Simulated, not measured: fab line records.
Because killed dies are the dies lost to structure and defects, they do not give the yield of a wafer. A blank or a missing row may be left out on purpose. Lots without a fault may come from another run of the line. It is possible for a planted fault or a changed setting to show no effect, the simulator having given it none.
Chamber matching -- flow gf180mcu -- GF_CONTACT_CVD_02 on pecvd-04: 3 sister chambers
The step deposits SiO2 from TEOS, target thk 860 nm, time 95.992 s. 6 wafers are shown with their chamber, then 7 later ones without.

WAFERS PAIRED WITH THEIR CHAMBERS
wafer,chamber,heater_power_w (W)
L617.4,1,674
L619.1,2,548
L619.2,0,704
L619.3,1,689
L625.1,0,611
L625.5,2,482

WAFERS MISSING THEIR CHAMBER
wafer,heater_power_w (W)
L625.6,666
L629.1,521
L629.2,556
L629.4,620
L631.2,617
L631.3,566
L631.6,578

CHAMBER TAKEN BY EACH
wafer,from the rows above,in truth
L625.6,can't be placed: 0 or 1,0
L629.1,2,2
L629.2,can't be placed: 2 or 0 or 1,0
L629.4,can't be placed: 0 or 1 or 2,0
L631.2,can't be placed: 0 or 1 or 2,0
L631.3,can't be placed: 2 or 0 or 1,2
L631.6,can't be placed: 2 or 0 or 1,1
Correct placement for 1 of the 7. Unplaceable from these rows: 6, with the true chamber sitting among the candidates in 6. Number placed wrongly: 0.
How it was worked out, from the rows above alone: a wafer's distance from a chamber is the root of the sum, over the readings, of the square of ((its reading less the chamber's mean) divided by the reading's scatter). If the next closest chamber is less than 2 further off than the closest, the wafer can't be placed; otherwise it belongs to the closest. The mean given for a chamber averages the wafers shown for that chamber. The scatter: the root of (the sum of the squares of (reading less its chamber's mean) over the shown wafers, divided by (wafers less chambers)).
